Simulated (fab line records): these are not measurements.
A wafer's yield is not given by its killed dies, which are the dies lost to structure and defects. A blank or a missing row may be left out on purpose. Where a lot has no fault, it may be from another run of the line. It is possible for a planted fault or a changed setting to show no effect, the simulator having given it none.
What tool caused it? | flow gf180mcu | 24 lots with 72 wafers sampled at 6 steps, on a route of 602 steps

== WHAT THE GAUGES SHOWED, per wafer ==
GF_STI_THK_MEAS_30.
lot  | measured    | on           | STI_OXIDATION_02_THK (nm)
L074 | day 2 14:11 | filmMetro-01 | 10.17 10.32 10.15
L075 | day 2 14:13 | filmMetro-03 | 9.97 10.29 10.08
L076 | day 2 19:40 | filmMetro-03 | 10.19 10.09 9.95
L077 | day 3 04:04 | filmMetro-01 | 9.95 9.99 9.98
L078 | day 3 05:10 | filmMetro-02 | 10.13 10.18 10.15
L079 | day 3 11:25 | filmMetro-02 | 10.17 10.09 10.07
L080 | day 3 15:06 | filmMetro-03 | 10.13 10.28 10.29
L081 | day 3 19:55 | filmMetro-02 | 10.42 10.45 10.40
L082 | day 3 23:53 | filmMetro-03 | 10.34 10.32 10.36
L083 | day 4 05:41 | filmMetro-02 | 9.97 9.99 10.05
L084 | day 4 10:55 | filmMetro-03 | 10.21 10.16 10.13
L085 | day 4 15:55 | filmMetro-02 | 10.12 10.09 10.01
L086 | day 4 20:00 | filmMetro-02 | 9.87 10.05 10.04
L087 | day 5 01:55 | filmMetro-03 | 9.98 10.23 10.24
L088 | day 5 06:55 | filmMetro-03 | 10.18 10.37 10.25
L089 | day 5 11:10 | filmMetro-03 | 10.06 10.13 10.08
L090 | day 5 17:02 | filmMetro-01 | 10.03 10.03 9.98
L091 | day 5 22:37 | filmMetro-01 | 10.08 10.26 10.13
L092 | day 6 04:01 | filmMetro-02 | 10.09 9.86 10.18
L093 | day 6 08:22 | filmMetro-02 | 9.94 10.22 10.15
L094 | day 6 13:54 | filmMetro-01 | 10.00 9.91 10.08
L095 | day 6 19:02 | filmMetro-02 | 10.05 10.06 10.17
L096 | day 7 01:19 | filmMetro-02 | 10.07 9.73 9.88
L097 | day 7 06:13 | filmMetro-03 | 9.69 9.93 9.92

GF_POLY_GATE_OVL_MEAS_11.
lot  | measured     | on         | POLY_GATE_OVL (nm)
L074 | day 9 20:44  | overlay-01 | -11 -6 -11
L075 | day 10 00:00 | overlay-01 | -2 -3 3
L076 | day 10 04:23 | overlay-02 | -14 2 -6
L077 | day 10 17:05 | overlay-02 | 6 1 -2
L078 | day 10 19:35 | overlay-02 | -5 -8 -8
L079 | day 11 04:08 | overlay-02 | -8 -4 -16
L080 | day 11 08:35 | overlay-02 | -1 -5 -8
L081 | day 11 22:14 | overlay-01 | 4 0 -4
L082 | day 11 22:41 | overlay-02 | 1 0 1
L083 | day 12 10:21 | overlay-01 | -1 -5 0
L084 | day 12 14:51 | overlay-01 | -12 1 -12
L085 | day 13 00:00 | overlay-01 | -4 -3 -3
L086 | day 13 01:50 | overlay-01 | -11 -12 1
L087 | day 13 11:29 | overlay-01 | -9 -7 -14
L088 | day 13 17:53 | overlay-02 | -11 1 -4
L089 | day 14 00:29 | overlay-02 | 5 1 -2
L090 | day 14 07:25 | overlay-01 | -4 2 -5
L091 | day 14 16:35 | overlay-01 | 7 -4 -2
L092 | day 14 20:37 | overlay-02 | -7 6 1
L093 | day 15 02:11 | overlay-02 | 7 3 5
L094 | day 15 12:02 | overlay-02 | 1 -5 -12
L095 | day 15 17:59 | overlay-02 | -3 -3 -5
L096 | day 16 02:23 | overlay-01 | -4 -2 -3
L097 | day 16 11:48 | overlay-02 | -10 -4 0

GF_SAB_CD_MEAS_09: the cd target is 420 nm.
lot  | measured     | on       | cdNm (nm)
L074 | day 15 23:44 | cdSem-02 | 419.8 417.6 419.2
L075 | day 16 07:32 | cdSem-01 | 418.2 419.1 418.1
L076 | day 16 12:22 | cdSem-01 | 422.0 421.3 419.0
L077 | day 17 04:22 | cdSem-02 | 417.2 417.8 418.9
L078 | day 17 15:59 | cdSem-01 | 420.2 420.4 419.4
L079 | day 17 23:37 | cdSem-01 | 422.1 423.9 420.5
L080 | day 17 23:43 | cdSem-02 | 418.7 418.9 417.9
L081 | day 18 15:16 | cdSem-01 | 419.3 419.4 418.2
L082 | day 18 15:41 | cdSem-01 | 420.6 420.0 420.7
L083 | day 19 06:38 | cdSem-02 | 422.1 422.3 422.1
L084 | day 19 14:35 | cdSem-01 | 419.1 418.7 419.2
L085 | day 20 00:47 | cdSem-01 | 419.9 420.1 420.9
L086 | day 20 02:23 | cdSem-02 | 421.6 420.7 419.9
L087 | day 20 13:10 | cdSem-02 | 418.0 417.6 417.2
L088 | day 20 19:21 | cdSem-02 | 418.8 421.3 421.1
L089 | day 21 07:28 | cdSem-02 | 418.4 417.5 417.8
L090 | day 21 12:34 | cdSem-01 | 422.3 421.4 420.6
L091 | day 21 23:01 | cdSem-02 | 414.2 416.0 415.1
L092 | day 22 03:49 | cdSem-01 | 421.1 419.9 421.2
L093 | day 22 10:16 | cdSem-01 | 419.5 419.6 422.6
L094 | day 22 19:19 | cdSem-02 | 420.2 423.9 422.7
L095 | day 23 03:06 | cdSem-02 | 419.2 420.0 418.2
L096 | day 23 10:56 | cdSem-01 | 419.0 415.6 417.6
L097 | day 23 20:49 | cdSem-01 | 420.2 419.1 421.8

GF_V4_RS_MEAS_24: measurement is done with a four-point probe.
lot  | measured     | on           | V4_W_RS (ohm/sq)
L074 | day 25 09:40 | filmMetro-01 | 0.320 0.320 0.328
L075 | day 25 19:35 | filmMetro-04 | 0.317 0.325 0.317
L076 | day 25 20:39 | filmMetro-03 | 0.318 0.327 0.321
L077 | day 26 12:23 | filmMetro-04 | 0.320 0.330 0.320
L078 | day 26 22:46 | filmMetro-01 | 0.322 0.321 0.323
L079 | day 27 04:00 | filmMetro-03 | 0.318 0.328 0.319
L080 | day 27 04:03 | filmMetro-01 | 0.331 0.324 0.327
L081 | day 27 19:47 | filmMetro-03 | 0.327 0.319 0.328
L082 | day 27 20:18 | filmMetro-03 | 0.318 0.319 0.320
L083 | day 28 07:15 | filmMetro-04 | 0.324 0.326 0.324
L084 | day 28 12:16 | filmMetro-04 | 0.316 0.321 0.329
L085 | day 28 22:55 | filmMetro-04 | 0.327 0.324 0.322
L086 | day 28 23:20 | filmMetro-01 | 0.321 0.328 0.321
L087 | day 29 07:33 | filmMetro-01 | 0.326 0.337 0.325
L088 | day 29 11:09 | filmMetro-04 | 0.324 0.323 0.321
L089 | day 29 20:31 | filmMetro-01 | 0.319 0.320 0.322
L090 | day 30 03:29 | filmMetro-03 | 0.321 0.320 0.322
L091 | day 30 11:43 | filmMetro-03 | 0.325 0.326 0.325
L092 | day 30 15:26 | filmMetro-03 | 0.326 0.325 0.325
L093 | day 30 17:34 | filmMetro-04 | 0.327 0.323 0.322
L094 | day 31 01:14 | filmMetro-01 | 0.322 0.326 0.327
L095 | day 31 09:07 | filmMetro-03 | 0.322 0.322 0.326
L096 | day 31 14:16 | filmMetro-04 | 0.327 0.326 0.324
L097 | day 31 23:17 | filmMetro-04 | 0.329 0.324 0.329

== WHAT TOOL EACH LOT RAN ON (gives the tool, then ch and the chambers of the sampled wafers, and finally the start) ==
lot  | GF_M4_SPUTTER_03            | GF_V4_STRIP_18
L074 | pvdSputter-02, day 23 13:28 | plasmaAsher-01 ch 0,1, day 25 08:55
L075 | pvdSputter-02, day 23 23:19 | plasmaAsher-01 ch 0,1, day 25 18:47
L076 | pvdSputter-01, day 24 01:04 | plasmaAsher-01 ch 0,1, day 25 19:47
L077 | pvdSputter-02, day 24 16:12 | plasmaAsher-03 ch 0,1, day 26 11:37
L078 | pvdSputter-02, day 25 01:35 | plasmaAsher-01 ch 0, day 26 22:01
L079 | pvdSputter-01, day 25 06:45 | plasmaAsher-04 ch 0,1, day 27 03:16
L080 | pvdSputter-02, day 25 07:42 | plasmaAsher-03 ch 0,1, day 27 03:18
L081 | pvdSputter-01, day 25 23:44 | plasmaAsher-01 ch 0,1, day 27 19:01
L082 | pvdSputter-02, day 25 23:48 | plasmaAsher-01 ch 0,1, day 27 19:30
L083 | pvdSputter-01, day 26 12:08 | plasmaAsher-03 ch 0,1, day 28 06:27
L084 | pvdSputter-01, day 26 17:42 | plasmaAsher-01 ch 0,1, day 28 11:31
L085 | pvdSputter-01, day 27 03:56 | plasmaAsher-04 ch 0,1, day 28 22:08
L086 | pvdSputter-02, day 27 04:19 | plasmaAsher-03 ch 0,1, day 28 22:34
L087 | pvdSputter-04, day 27 13:31 | plasmaAsher-01 ch 0,1, day 29 06:49
L088 | pvdSputter-01, day 27 17:25 | plasmaAsher-01 ch 0,1, day 29 10:24
L089 | pvdSputter-04, day 28 03:11 | plasmaAsher-01 ch 0,1, day 29 19:45
L090 | pvdSputter-04, day 28 09:23 | plasmaAsher-04 ch 0,1, day 30 02:43
L091 | pvdSputter-02, day 28 17:16 | plasmaAsher-03 ch 0,1, day 30 10:58
L092 | pvdSputter-02, day 28 22:01 | plasmaAsher-01 ch 0,1, day 30 14:41
L093 | pvdSputter-02, day 29 00:17 | plasmaAsher-03 ch 0,1, day 30 16:49
L094 | pvdSputter-02, day 29 08:41 | plasmaAsher-04 ch 0,1, day 31 00:29
L095 | pvdSputter-01, day 29 16:43 | plasmaAsher-03 ch 0, day 31 08:22
L096 | pvdSputter-04, day 29 22:26 | plasmaAsher-01 ch 0,1, day 31 13:30
L097 | pvdSputter-04, day 30 08:29 | plasmaAsher-01 ch 0,1, day 31 22:32
- GF_M4_SPUTTER_03: material Ti, target thk 10 nm, time 6.7 s.
- GF_V4_STRIP_18: strips in O2/N2.

== WHAT THE TOOLS THEMSELVES READ (means of the sampled wafers that have a number; where no wafer has one, the mark that the record gives instead) ==
GF_M4_SPUTTER_03.
lot  | tool          | throttleValvePct (%)
L074 | pvdSputter-02 | 30.3
L075 | pvdSputter-02 | 29.9
L076 | pvdSputter-01 | 30.7
L077 | pvdSputter-02 | 30.0
L078 | pvdSputter-02 | 30.0
L079 | pvdSputter-01 | 29.7
L080 | pvdSputter-02 | 29.8
L081 | pvdSputter-01 | 29.8
L082 | pvdSputter-02 | 30.1
L083 | pvdSputter-01 | 30.5
L084 | pvdSputter-01 | 30.7
L085 | pvdSputter-01 | 29.5
L086 | pvdSputter-02 | 29.8
L087 | pvdSputter-04 | 29.7
L088 | pvdSputter-01 | 30.2
L089 | pvdSputter-04 | 29.0
L090 | pvdSputter-04 | 29.3
L091 | pvdSputter-02 | 29.6
L092 | pvdSputter-02 | 29.7
L093 | pvdSputter-02 | 30.0
L094 | pvdSputter-02 | 29.7
L095 | pvdSputter-01 | 29.6
L096 | pvdSputter-04 | 29.7
L097 | pvdSputter-04 | 29.4

GF_V4_STRIP_18.
lot  | tool           | drypumpMotorCurrentA (A) | heaterPowerW (W) | oesProductAu (a.u.)
L074 | plasmaAsher-01 | 5.7                      | 326              | 0.597
L075 | plasmaAsher-01 | 5.4                      | 328              | 0.587
L076 | plasmaAsher-01 | 5.7                      | 326              | 0.588
L077 | plasmaAsher-03 | 5.9                      | 321              | 0.592
L078 | plasmaAsher-01 | 5.2                      | 321              | 0.596
L079 | plasmaAsher-04 | 6.5                      | 331              | 0.591
L080 | plasmaAsher-03 | 5.9                      | 325              | 0.592
L081 | plasmaAsher-01 | 5.7                      | 330              | 0.593
L082 | plasmaAsher-01 | 5.4                      | 326              | 0.592
L083 | plasmaAsher-03 | 5.9                      | 316              | 0.593
L084 | plasmaAsher-01 | 5.4                      | 325              | 0.596
L085 | plasmaAsher-04 | 6.5                      | 333              | 0.592
L086 | plasmaAsher-03 | 5.9                      | 325              | 0.596
L087 | plasmaAsher-01 | 5.7                      | 323              | 0.589
L088 | plasmaAsher-01 | 5.5                      | 323              | 0.593
L089 | plasmaAsher-01 | 5.4                      | 326              | 0.597
L090 | plasmaAsher-04 | 6.3                      | 341              | 0.594
L091 | plasmaAsher-03 | 5.9                      | 327              | 0.596
L092 | plasmaAsher-01 | 5.5                      | 330              | 0.593
L093 | plasmaAsher-03 | 5.9                      | 328              | 0.592
L094 | plasmaAsher-04 | 6.3                      | 333              | 0.594
L095 | plasmaAsher-03 | 6.2                      | 326              | 0.596
L096 | plasmaAsher-01 | 5.4                      | 326              | 0.591
L097 | plasmaAsher-01 | 5.7                      | 322              | 0.599

== THE ANSWER, worked out from the rows above alone ==
Rule: usual is defined by the lots themselves. The widest of any qualifying gaps counts: lots, ordered by their means at a reading, are off when they make up no more than a third of the lots, leave a main group of 4 or more, and stand apart from it by 3 or more times the standard deviation of that group's means. The tables above print the reading to a certain number of digits; a main group whose means all agree to those digits is not used. A lot without any number at a reading at which 4 lots or more have one is off too. All remaining lots with rows at the step are treated as sound. First the gauges in route order, then the tools' own readings, where a lot's mean is used as printed above. The first step at which some lot is off is used, and at that step the reading that is off furthest; a lot without a number counts as furthest.
Nothing can be told from this: no lot is off at any reading shown.

== WHAT THE SIMULATOR PUT IN ==
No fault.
